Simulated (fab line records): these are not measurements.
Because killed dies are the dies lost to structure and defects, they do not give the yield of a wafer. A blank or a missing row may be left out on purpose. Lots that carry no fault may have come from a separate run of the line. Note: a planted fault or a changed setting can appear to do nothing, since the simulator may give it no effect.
fab line records | flow gf180mcu
record lots=5 wafers=23
route steps=602 shown VT_IMPLANT@120 DUAL_GATE@143 POLY_GATE@157 HV_LDD@178
startH: hours from the record's first day to the start of the lot's first wafer shown | waitH: time in hours since the lot's previous step | " repeats the value in the row above | L1.1+2: a row that stands for several wafers | - no value, or no start was given | * or withheld: withheld | < > ~ a bound
route shown NAME@n: a module of which the file shows steps, and the number in the route of the first | usual: mean and standard deviation over wafers with no fault | same: alike in all rows | chamber/n: place in a boat | sites: readings site by site | _std_site: how widely they spread, as a standard deviation | _edge_site: inner sites' mean taken away from outer sites' mean | radiusMm: how far each site lies from the wafer's centre | mask NAME#n: copy n | behind: the most recent tool/chamber to have shaped the wafer | hold: why the lot went on hold/how many hours it stayed there/how the hold came to an end | device: the transistor (n, p or np) that didn't switch | end of line: at the end of the route, the tests of the same wafers | a step with no rows: only its recipe | killed: dies lost to structure and defects at the first sort, not the wafer's yield | map: per-die view of a wafer (x killed, . not killed, _ where there is no die)
set.NAME: the setting the step ran with; set.NAME@STEP: the setting that earlier step ran with | model.NAME: the simulator's own value behind a step, which no gauge read
lots run with intentionally changed settings; tables by step, rows by wafer
## steps
# step GF_VT_IMPLANT_IMPLANT_30
# recipe species=B energyKev=25 doseCm2=2.534e+12 tiltDeg=7
# columns lot.wafer tool chamber startH waitH set.energyKev
L077.1+2+6 implanter-03 0 158.75 0.0 25
L077.4+5 " 0 " " 22.99
L079.1+2+4 implanter-03 0 173.35 0.0 25
L079.3+5 " 0 " " 26.91
L080.2+6 implanter-04 0 180.63 0.0 24.22
L080.3+4+5 " 0 " " 25
L081.1+3 implanter-03 0 184.65 0.0 25
L081.2+4+5 " 0 " " 22.98
L082.2+5+6 implanter-01 0 190.28 0.0 25
# step GF_VT_IMPLANT_STRIP_31
# recipe chemistry=O2/N2 powerW=1400 pressureMtorr=1500 platenTempC=250 o2FlowSccm=3000 n2FlowSccm=300 overashFraction=0.5
# step GF_VT_IMPLANT_TW_MEAS_32
# usual VT_IMPLANT_3_TW=270.0/1.6
# columns lot.wafer tool chamber startH waitH set.energyKev@VT_IMPLANT_IMPLANT_30 VT_IMPLANT_3_TW
L077.1 filmMetro-02 - 159.00 0.1 25 267.0
L077.2 " - " " 25 268.2
L077.4 " - " " 22.99 263.6
L077.5 " - " " 22.99 264.0
L077.6 " - " " 25 267.5
L079.1 filmMetro-02 - 173.60 0.1 25 269.0
L079.2 " - " " 25 269.7
L079.3 " - " " 26.91 271.4
L079.4 " - " " 25 269.9
L079.5 " - " " 26.91 273.1
L080.2 filmMetro-02 - 180.86 0.1 24.22 267.2
L080.3 " - " " 25 269.5
L080.4 " - " " 25 269.4
L080.5 " - " " 25 269.3
L080.6 " - " " 24.22 267.8
L081.1 filmMetro-02 - 184.90 0.1 25 269.4
L081.2 " - " " 22.98 263.5
L081.3 " - " " 25 268.2
L081.4 " - " " 22.98 263.5
L081.5 " - " " 22.98 264.5
L082.2 filmMetro-02 - 190.51 0.1 25 270.1
L082.5 " - " " 25 269.3
L082.6 " - " " 25 269.6
# step GF_DUAL_GATE_OXIDATION_02
# recipe tempC=900 ambient=O2 stabiliseS=600 purgeS=300 targetThkA=108.87 oxTimeS=1602
# columns lot.wafer tool chamber startH waitH set.tempC model.SiO2_of_DUAL_GATE_OXIDATION_02.thkNm
L077.1 - - - 0.4 908 12
L077.2 " - " " 908 12.11
L077.4 " - " " 908 12.19
L077.5 " - " " 908 11.95
L077.6 " - " " 908 11.89
L079.1 - - - 0.4 900 10.76
L079.2+3 " - " " 900 10.85
L079.4 " - " " 900 10.68
L079.5 " - " " 900 10.65
L080.2+3 - - - 0.0 903.2 11.29
L080.4 " - " " 903.2 11.34
L080.5 " - " " 903.2 11.33
L080.6 " - " " 903.2 11.41
L081.1 - - - 0.0 895.4 10.2
L081.2 " - " " 895.4 10.11
L081.3 " - " " 895.4 10.24
L081.4 " - " " 895.4 10.13
L081.5 " - " " 895.4 10.1
L082.2 furnace-02 0 208.52 0.0 900 10.86
L082.5 " 0 " " 900 10.73
L082.6 " 0 " " 900 10.85
# step GF_DUAL_GATE_THK_MEAS_03
# recipe reads=SiO2_of_DUAL_GATE_OXIDATION_02
# usual DUAL_GATE_OXIDATION_00_THK=10.89/0.17
# columns lot.wafer tool chamber startH waitH set.tempC@DUAL_GATE_OXIDATION_02 DUAL_GATE_OXIDATION_00_THK[nm]
L077.1 filmMetro-03 - - - 908 12.00
L077.2 " - " " 908 12.14
L077.4 " - " " 908 12.19
L077.5 " - " " 908 11.99
L077.6 " - " " 908 11.94
L079.1 filmMetro-03 - - - 900 10.77
L079.2 " - " " 900 10.85
L079.3 " - " " 900 10.89
L079.4 " - " " 900 10.68
L079.5 " - " " 900 10.62
L080.2 filmMetro-01 - - - 903.2 11.31
L080.3 " - " " 903.2 11.28
L080.4 " - " " 903.2 11.32
L080.5 " - " " 903.2 11.34
L080.6 " - " " 903.2 11.42
L081.1 filmMetro-03 - - - 895.4 10.22
L081.2 " - " " 895.4 10.11
L081.3 " - " " 895.4 10.31
L081.4 " - " " 895.4 10.15
L081.5 " - " " 895.4 10.06
L082.2 filmMetro-03 - 209.98 0.0 900 10.86
L082.5 " - " " 900 10.67
L082.6 " - " " 900 10.85
# step GF_DUAL_GATE_DEVELOP_10
# recipe developTimeS=60 devTempC=23
# columns lot.wafer tool chamber startH waitH set.devTempC
L077.1+6 lithoTrack-03 0 194.64 0.1 21.35
L077.2+4+5 " 0 " " 23
L079.1+2+3+4+5 lithoTrack-02 0 210.12 0.1 23
L080.2+3+4+5+6 lithoTrack-02 0 217.94 0.1 23
L081.1+2+3+4+5 lithoTrack-03 0 221.14 0.1 23
L082.2+5+6 lithoTrack-03 0 227.01 0.1 23
# step GF_DUAL_GATE_WET_ETCH_12
# recipe chemistry=dHF targetDepthNm=13 dry=n2Spin target=SiO2 tempC=25 dilution=100:1 timeS=260
# step GF_DUAL_GATE_STRIP_13
# recipe chemistry=O2/N2 powerW=1400 pressureMtorr=1500 platenTempC=250 o2FlowSccm=3000 n2FlowSccm=300 overashFraction=0.5
# step GF_DUAL_GATE_CLEAN_14
# recipe chemistry=SC1/SC2 mix=1:4:20 tempC=70 timeS=150 dry=n2Spin
# step GF_DUAL_GATE_OXIDATION_15
# recipe tempC=850 ambient=O2 stabiliseS=600 purgeS=300 targetThkA=70.98 oxTimeS=1995
# columns lot.wafer tool chamber startH waitH set.tempC@DUAL_GATE_OXIDATION_02 model.SiO2_of_DUAL_GATE_OXIDATION_02.thkNm
L077.1 furnace-01 0 195.06 0.0 908 15.33
L077.2 " 0 " " 908 15.51
L077.4 " 0 " " 908 15.53
L077.5 " 0 " " 908 15.31
L077.6 " 0 " " 908 15.25
L079.1 furnace-01 0 210.60 0.0 900 14.43
L079.2 " 0 " " 900 14.52
L079.3 " 0 " " 900 14.47
L079.4 " 0 " " 900 14.29
L079.5 " 0 " " 900 14.33
L080.2+4 furnace-01 0 218.39 0.1 903.2 14.86
L080.3 " 0 " " 903.2 14.8
L080.5+6 " 0 " " 903.2 14.94
L081.1+4 furnace-02 0 221.55 0.0 895.4 13.85
L081.2 " 0 " " 895.4 13.84
L081.3 " 0 " " 895.4 13.92
L081.5 " 0 " " 895.4 13.83
L082.2 furnace-01 0 227.64 0.2 900 14.45
L082.5 " 0 " " 900 14.26
L082.6 " 0 " " 900 14.46
# step GF_POLY_GATE_CVD_00
# recipe material=poly-Si targetThkNm=200 tempC=620 timeS=1200 pressureMtorr=200
# columns lot.wafer tool chamber startH waitH set.pressureMtorr model.poly-Si_of_POLY_GATE_CVD_00.thkNm
L077.1 - - - 0.0 170.2 183.2
L077.2 " - " " 170.2 183.1
L077.4 " - " " 170.2 183.7
L077.5 " - " " 170.2 183.4
L077.6 " - " " 170.2 184.1
L079.1 - - - 1.4 224.9 214.5
L079.2 " - " " 224.9 213.7
L079.3 " - " " 224.9 212
L079.4 " - " " 224.9 213.6
L079.5 " - " " 224.9 213.8
L080.2 - - - 0.0 215.8 204.9
L080.3 " - " " 215.8 204.7
L080.4 " - " " 215.8 205.3
L080.5 " - " " 215.8 206.6
L080.6 " - " " 215.8 206
L081.1 - - - 0.0 222.9 206.4
L081.2 " - " " 222.9 207.8
L081.3 " - " " 222.9 207.3
L081.4 " - " " 222.9 206.9
L081.5 " - " " 222.9 205.6
L082.2 lpcvd-02 0 229.69 0.5 200 200.7
L082.5 " 0 " " 200 201.8
L082.6 " 0 " " 200 199.9
# step GF_POLY_GATE_THK_MEAS_01
# recipe reads=poly-Si_of_POLY_GATE_CVD_00
# usual POLY_GATE_CVD_00_THK=199.1/1.9
# columns lot.wafer tool chamber startH waitH set.pressureMtorr@POLY_GATE_CVD_00 POLY_GATE_CVD_00_THK[nm]
L077.1 filmMetro-01 - - - 170.2 183.1
L077.2 " - " " 170.2 183.2
L077.4 " - " " 170.2 183.8
L077.5 " - " " 170.2 183.4
L077.6 " - " " 170.2 184.2
L079.1 filmMetro-01 - - - 224.9 214.4
L079.2 " - " " 224.9 213.7
L079.3 " - " " 224.9 211.9
L079.4 " - " " 224.9 213.7
L079.5 " - " " 224.9 213.7
L080.2 filmMetro-01 - - - 215.8 205.0
L080.3 " - " " 215.8 204.7
L080.4 " - " " 215.8 205.4
L080.5 " - " " 215.8 206.6
L080.6 " - " " 215.8 206.1
L081.1 filmMetro-02 - - - 222.9 206.4
L081.2 " - " " 222.9 207.6
L081.3 " - " " 222.9 207.2
L081.4 " - " " 222.9 207.0
L081.5 " - " " 222.9 205.5
L082.2 filmMetro-03 - 231.03 0.0 200 200.8
L082.5 " - " " 200 201.8
L082.6 " - " " 200 199.9
# step GF_POLY_GATE_ETCH_12
# recipe chemistry=N2/H2 targetDepthA=withheld overetchA=withheld timeS=withheld target=BARC ionEnergyEv=200 sourceW=500 biasW=100 pressureMtorr=30 n2FlowSccm=100 h2FlowSccm=200
# columns lot.wafer tool chamber startH waitH set.biasW
L077.1+2+5 rieDiel-01 2,3,3 214.92 0.0 108.4
L077.4+6 " 1,2 " " 100
L079.1+4+5 rieDiel-04 3,0,1 232.94 0.0 93.57
L079.2+3 " 2,1 " " 100
L080.2+3 rieDiel-02 3,1 240.47 0.0 100
L080.4+5+6 " 0,2,3 " " 95.76
L081.1+4 rieDiel-01 3,2 243.29 0.0 88.62
L081.2+3+5 " 1,0,1 " " 100
L082.2+5+6 rieDiel-01 0,1,0 249.97 0.0 100
# step GF_POLY_GATE_ETCH_13
# recipe target=poly-Si targetDepthNm=198.5 stopOn=SiO2 overEtchFrac=0.403 chemistry=HBr/Cl2 icpW=400 biasW=100 pressureMtorr=10 HBr_flow_sccm=150 Cl2_flow_sccm=50 timeS=69.6
# columns lot.wafer tool chamber startH waitH set.pressureMtorr@POLY_GATE_CVD_00 model.SiO2_of_STI_CVD_23.thkNm
L077.1 rieSi-02 0 214.97 - 170.2 351.2
L077.2 " 1 " " 170.2 351
L077.4 " 3 " " 170.2 351.9
L077.5 " 1 " " 170.2 351.5
L077.6 " 0 " " 170.2 352.7
L079.1+3 rieSi-02 2,3 232.99 - 224.9 372.6
L079.2 " 1 " " 224.9 375.9
L079.4 " 0 " " 224.9 373.1
L079.5 " 3 " " 224.9 374.4
L080.2 rieSi-02 0 240.52 - 215.8 369.2
L080.3 " 1 " " 215.8 366.9
L080.4 " 2 " " 215.8 366.2
L080.5 " 1 " " 215.8 368.3
L080.6 " 0 " " 215.8 368.9
L081.1 rieSi-02 1 243.34 - 222.9 371.1
L081.2 " 0 " " 222.9 369.4
L081.3 " 2 " " 222.9 370.9
L081.4 " 3 " " 222.9 373.8
L081.5 " 1 " " 222.9 372.4
L082.2+5 rieSi-02 0,3 250.02 - 200 363.4
L082.6 " 0 " " 200 363.5
# step GF_HV_LDD_COAT_02
# recipe resist=NOVOLAK spinRpm=3000 resistThkNm=1000
# columns lot.wafer tool chamber startH waitH set.resistThkNm model.NOVOLAK_of_HV_LDD_COAT_02.thkNm
L077.1 lithoTrack-03 0 226.24 0.1 1000 1003
L077.2 " 0 " " 1000 998.9
L077.4+6 " 0 " " 1000 1001
L077.5 " 0 " " 1000 1000
L079.1 lithoTrack-01 0 243.38 0.1 1000 999
L079.2+3 " 0 " " 1024 1021
L079.4 " 0 " " 1024 1022
L079.5 " 0 " " 1000 1000
L080.2 lithoTrack-01 0 251.26 0.1 1000 1000
L080.3+6 " 0 " " 1000 1002
L080.4+5 " 0 " " 1000 1001
L081.1 lithoTrack-01 0 254.83 0.1 941.8 939.3
L081.2 " 0 " " 941.8 943.7
L081.3+5 " 0 " " 1000 1001
L081.4 " 0 " " 1000 1003
L082.2 lithoTrack-03 0 260.56 0.1 1000 996.7
L082.5 " 0 " " 1000 997.2
L082.6 " 0 " " 1000 994.2
# step GF_HV_LDD_DEVELOP_06
# recipe developTimeS=60 devTempC=23
# columns lot.wafer tool chamber startH waitH set.developTimeS
L077.1+2+4+5+6 lithoTrack-03 0 235.29 0.1 60
L079.1+4 lithoTrack-03 0 252.89 0.1 68.39
L079.2+3+5 " 0 " " 60
L080.2+3+4+5+6 lithoTrack-03 0 260.11 0.1 60
L081.1+3+5 lithoTrack-01 0 264.63 0.1 63.74
L081.2+4 " 0 " " 60
L082.2+5+6 lithoTrack-04 0 270.79 0.1 60
# step GF_HV_LDD_IMPLANT_09
# recipe species=As energyKev=40.77 doseCm2=1e+14 tiltDeg=7
# step GF_HV_LDD_STRIP_10
# recipe chemistry=O2/N2 powerW=1400 pressureMtorr=1500 platenTempC=250 o2FlowSccm=3000 n2FlowSccm=300 overashFraction=0.5
# usual stripTimeToEndpointS=12.62/0.045
# columns lot.wafer tool chamber startH waitH set.resistThkNm@HV_LDD_COAT_02 stripTimeToEndpointS
L077.1 plasmaAsher-01 1 235.74 0.1 1000 12.67
L077.2 " 0 " " 1000 12.60
L077.4 " 0 " " 1000 12.65
L077.5 " 1 " " 1000 12.61
L077.6 " 0 " " 1000 12.64
L079.1 plasmaAsher-03 1 253.34 0.1 1000 12.62
L079.2 " 0 " " 1024 12.80
L079.3 " 0 " " 1024 12.82
L079.4 " 1 " " 1024 12.82
L079.5 " 0 " " 1000 12.62
L080.2 plasmaAsher-02 0 260.54 0.1 1000 12.64
L080.3 " 0 " " 1000 12.66
L080.4 " 1 " " 1000 12.65
L080.5 " 0 " " 1000 12.65
L080.6 " 1 " " 1000 12.66
L081.1 plasmaAsher-02 0 265.09 0.1 941.8 11.92
L081.2 " 1 " " 941.8 11.98
L081.3 " 1 " " 1000 12.63
L081.4 " 0 " " 1000 12.66
L081.5 " 1 " " 1000 12.63
L082.2 plasmaAsher-03 1 271.22 0.1 1000 12.60
L082.5 " 1 " " 1000 12.59
L082.6 " 0 " " 1000 12.58
# step GF_HV_LDD_DEVELOP_18
# recipe developTimeS=60 devTempC=23
# columns lot.wafer tool chamber startH waitH set.devTempC
L077.1+4+5 lithoTrack-01 0 254.38 0.1 23
L077.2+6 " 0 " " 21.91
L079.1+3 lithoTrack-04 0 271.71 0.1 20.81
L079.2+4+5 " 0 " " 23
L080.2+4+5 lithoTrack-04 0 279.54 0.1 24.05
L080.3+6 " 0 " " 23
L081.1+2+3+4+5 lithoTrack-01 0 284.68 0.1 23
L082.2+5+6 lithoTrack-01 0 290.26 0.1 23
# step GF_HV_LDD_CD_MEAS_19
# recipe targetCdNm=400
# usual cdNm=399.6/1.9
# columns lot.wafer tool chamber startH waitH set.devTempC@HV_LDD_DEVELOP_18 cdNm
L077.1 cdSem-01 - 254.53 0.1 23 397.5
L077.2 " - " " 21.91 399.5
L077.4 " - " " 23 395.7
L077.5 " - " " 23 395.3
L077.6 " - " " 21.91 399.2
L079.1 cdSem-02 - 271.86 0.1 20.81 407.9
L079.2 " - " " 23 398.8
L079.3 " - " " 20.81 406.7
L079.4 " - " " 23 399.7
L079.5 " - " " 23 398.7
L080.2 cdSem-01 - 279.68 0.1 24.05 397.0
L080.3 " - " " 23 402.3
L080.4 " - " " 24.05 396.5
L080.5 " - " " 24.05 397.9
L080.6 " - " " 23 402.8
L081.1 cdSem-02 - 284.83 0.1 23 398.7
L081.2 " - " " 23 399.5
L081.3 " - " " 23 399.2
L081.4 " - " " 23 398.5
L081.5 " - " " 23 399.2
L082.2 cdSem-02 - 290.40 0.1 23 402.1
L082.5 " - " " 23 402.6
L082.6 " - " " 23 402.5
# step GF_HV_LDD_IMPLANT_21
# recipe species=BF2 energyKev=25 doseCm2=5e+13 tiltDeg=7
# columns lot.wafer tool chamber startH waitH set.energyKev model.implant.rpNm model.implant.drpNm
L077.1+2+4+5+6 implanter-02 0 254.69 0.0 25 20.84 11.41
L079.1+2+4 implanter-01 0 272.02 0.0 26.72 21.96 11.96
L079.3+5 " 0 " " 25 20.82 11.41
L080.2+4 implanter-02 0 279.84 0.0 26.09 21.76 11.76
L080.3+5+6 " 0 " " 25 21.03 11.41
L081.1+5 implanter-01 0 284.99 0.0 25 21.4 11.41
L081.2+3+4 " 0 " " 26.9 22.69 12.01
L082.2+5+6 implanter-04 0 290.57 0.0 25 20.36 11.41
# step GF_HV_LDD_STRIP_22
# recipe chemistry=O2/N2 powerW=1400 pressureMtorr=1500 platenTempC=250 o2FlowSccm=3000 n2FlowSccm=300 overashFraction=0.5
# step GF_HV_LDD_TW_MEAS_23
# usual HV_LDD_2_TW=1063/8.2
# columns lot.wafer tool chamber startH waitH set.energyKev@HV_LDD_IMPLANT_21 HV_LDD_2_TW
L077.1 filmMetro-01 - 254.94 0.1 25 1072
L077.2 " - " " 25 1080
L077.4 " - " " 25 1076
L077.5 " - " " 25 1080
L077.6 " - " " 25 1075
L079.1 filmMetro-02 - 272.27 0.1 26.72 1075
L079.2 " - " " 26.72 1079
L079.3 " - " " 25 1050
L079.4 " - " " 26.72 1067
L079.5 " - " " 25 1059
L080.2 filmMetro-01 - 280.08 0.1 26.09 1084
L080.3 " - " " 25 1067
L080.4 " - " " 26.09 1080
L080.5 " - " " 25 1070
L080.6 " - " " 25 1064
L081.1 filmMetro-02 - 285.24 0.1 25 1055
L081.2 " - " " 26.9 1072
L081.3 " - " " 26.9 1075
L081.4 " - " " 26.9 1076
L081.5 " - " " 25 1056
L082.2 filmMetro-04 - 290.80 0.1 25 1056
L082.5 " - " " 25 1055
L082.6 " - " " 25 1052
# step GF_HV_LDD_CVD_56
# recipe material=Si3N4 precursor=DCS/NH3 targetThkNm=90 tempC=770 timeS=1543 pressureMtorr=250
# columns lot.wafer tool chamber startH waitH set.tempC
L077.1+2+4+5+6 - - - 0.1 767.2
L079.1+2+3+4+5 - - - 0.1 765.6
L080.2+3+4+5+6 - - - 0.0 772.7
L081.1+2+3+4+5 - - - 0.1 774
L082.2+5+6 lpcvd-02 1 334.76 0.0 770
# step GF_HV_LDD_ETCHBACK_58
# recipe chemistry=CH3F/O2 target=Si3N4 stopOn=SiO2 sourceW=400 biasW=80 pressureMtorr=25 ch3fFlowSccm=40 O2_flow_sccm=30 timeS=100 targetDepthA=900
# usual oesProductAu=0.845/0.0072
# columns lot.wafer tool chamber startH waitH set.tempC@HV_LDD_CVD_56 oesProductAu
L077.1 rieDiel-04 1 300.09 0.1 767.2 0.806
L077.2 " 3 " " 767.2 0.817
L077.4 " 0 " " 767.2 0.813
L077.5 " 1 " " 767.2 0.816
L077.6 " 2 " " 767.2 0.818
L079.1 rieDiel-03 1 315.61 0.1 765.6 0.809
L079.2 " 0 " " 765.6 0.805
L079.3 " 3 " " 765.6 0.802
L079.4 " 1 " " 765.6 0.807
L079.5 " 0 " " 765.6 0.805
L080.2 rieDiel-04 1 324.56 0.0 772.7 0.871
L080.3 " 3 " " 772.7 0.867
L080.4 " 2 " " 772.7 0.858
L080.5 " 1 " " 772.7 0.871
L080.6 " 2 " " 772.7 0.868
L081.1 rieDiel-04 1 329.69 0.1 774 0.892
L081.2 " 2 " " 774 0.895
L081.3 " 0 " " 774 0.898
L081.4 " 3 " " 774 0.891
L081.5 " 0 " " 774 0.891
L082.2 rieDiel-04 0 336.96 0.0 770 0.843
L082.5 " 3 " " 770 0.848
L082.6 " 2 " " 770 0.844
## key
split step=GF_VT_IMPLANT_IMPLANT_30 setting=energyKev stated=25 by=wafer
response step=GF_VT_IMPLANT_TW_MEAS_32 reading=VT_IMPLANT_3_TW change=+0.488 per=1% r=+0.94
split step=GF_DUAL_GATE_OXIDATION_02 setting=tempC stated=900 by=lot
response step=GF_DUAL_GATE_OXIDATION_02 reading=model.SiO2_of_DUAL_GATE_OXIDATION_02.thkNm change=+1.36 per=1% r=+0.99
response step=GF_DUAL_GATE_THK_MEAS_03 reading=DUAL_GATE_OXIDATION_00_THK change=+1.36 per=1% r=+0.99
response step=GF_DUAL_GATE_OXIDATION_15 reading=model.SiO2_of_DUAL_GATE_OXIDATION_02.thkNm change=+1.11 per=1% r=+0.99
split step=GF_DUAL_GATE_DEVELOP_10 setting=devTempC stated=23 by=wafer
response none clear
split step=GF_POLY_GATE_CVD_00 setting=pressureMtorr stated=200 by=lot
response step=GF_POLY_GATE_CVD_00 reading=model.poly-Si_of_POLY_GATE_CVD_00.thkNm change=+0.982 per=1% r=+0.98
response step=GF_POLY_GATE_THK_MEAS_01 reading=POLY_GATE_CVD_00_THK change=+0.98 per=1% r=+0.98
response step=GF_POLY_GATE_ETCH_13 reading=model.SiO2_of_STI_CVD_23.thkNm change=+0.769 per=1% r=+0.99
split step=GF_POLY_GATE_ETCH_12 setting=biasW stated=100 by=wafer
response none clear
split step=GF_HV_LDD_COAT_02 setting=resistThkNm stated=1000 by=wafer
response step=GF_HV_LDD_COAT_02 reading=model.NOVOLAK_of_HV_LDD_COAT_02.thkNm change=+10.2 per=1% r=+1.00
response step=GF_HV_LDD_STRIP_10 reading=stripTimeToEndpointS change=* per=1% r=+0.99
split step=GF_HV_LDD_DEVELOP_06 setting=developTimeS stated=60 by=wafer
response none clear
split step=GF_HV_LDD_DEVELOP_18 setting=devTempC stated=23 by=wafer
response step=GF_HV_LDD_CD_MEAS_19 reading=cdNm change=-0.889 per=1% r=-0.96
split step=GF_HV_LDD_IMPLANT_21 setting=energyKev stated=25 by=wafer
response step=GF_HV_LDD_IMPLANT_21 reading=model.implant.rpNm change=+0.168 per=1% r=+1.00
response step=GF_HV_LDD_IMPLANT_21 reading=model.implant.drpNm change=+0.0796 per=1% r=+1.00
response step=GF_HV_LDD_TW_MEAS_23 reading=HV_LDD_2_TW change=+2.77 per=1% r=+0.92
split step=GF_HV_LDD_CVD_56 setting=tempC stated=770 by=lot
response step=GF_HV_LDD_ETCHBACK_58 reading=oesProductAu change=+0.0781 per=1% r=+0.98
